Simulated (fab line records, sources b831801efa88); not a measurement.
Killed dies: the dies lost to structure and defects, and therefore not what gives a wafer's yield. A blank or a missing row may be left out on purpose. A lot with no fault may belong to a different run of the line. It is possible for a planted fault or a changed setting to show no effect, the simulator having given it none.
The same fault as seen by 2 desks	flow sky130	what lay behind the numbers comes last; until then each desk has only its own

== THE METROLOGY DESK ==
Means of the sampled wafers that have a number, per lot and without regard to the tool the lot ran on: this is what the gauges read. A lot is out of limits, marked OUT, if its mean lies more than 4 standard deviations from the usual mean; the brackets give that distance.
Columns: A = cd nm at SKY_LDD_P_CD_MEAS_07, usual 379.9 nm; B = LDD_P_OVL at SKY_LDD_P_OVL_MEAS_08, usual -1.1 nm; C = LDD_P_TW at SKY_LDD_P_TW_MEAS_11, usual 633; D = LDD_HVN_OVL at SKY_LDD_HVN_OVL_MEAS_07, usual -0.8 nm
lot	first seen here	A	B	C	D
L523	day 19 18:15	379.0	0.2	640	2.5
L532	day 22 23:58	377.8	0.2	637	-1.9
L536	day 24 10:24	375.9	-0.0	641	-2.5
L538	day 25 13:40	383.7	-2.0	640	-2.2
L540	day 25 18:52	381.2	-0.3	636	0.9
L545	day 27 09:33	376.1	-3.0	622	-1.4
This desk's verdict: no lot among the 6 shows anything out of limits.

== DESK OF THE TOOL OWNER: litho track-04 ==
The tool's own readings at SKY_LDD_HVN_COAT_02 (resist thk 300 nm): means of the sampled wafers that have a number, for each lot that ran on this tool. A lot is out of limits, marked OUT, if its mean lies more than 4 standard deviations from the usual mean; the brackets give that distance.
Columns: A = spin speed rpm at SKY_LDD_HVN_COAT_02, usual 3000.2 rpm
lot	first seen here	A
L523	day 20 09:43	2997.7
L536	day 25 02:04	2954.0 (-20) OUT
L538	day 26 04:19	2952.4 (-21) OUT
Finding of this desk: L536, L538 out of limits; the first was L536 at day 25 02:04, on spin speed rpm at SKY_LDD_HVN_COAT_02. L523: within limits.

== BROUGHT TOGETHER ==
At day 25 02:04, on L536, L538, the tool owner's desk was in a position to raise an alarm.
Nothing out of limits was seen by the metrology desk.
The metrology desk holds a record of L536, L538, inside its limits.
On litho track-04, each named lot ran SKY_LDD_HVN_COAT_02.

== WHAT THE SIMULATOR PUT IN ==
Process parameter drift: litho track-04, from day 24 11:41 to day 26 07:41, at SKY_LDD_HVN_COAT_02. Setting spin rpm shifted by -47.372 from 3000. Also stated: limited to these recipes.
Lots struck among those shown: L536, L538.
Delay in hours, fault start to first out-of-limits reading, by desk: the tool owner's desk at 14.
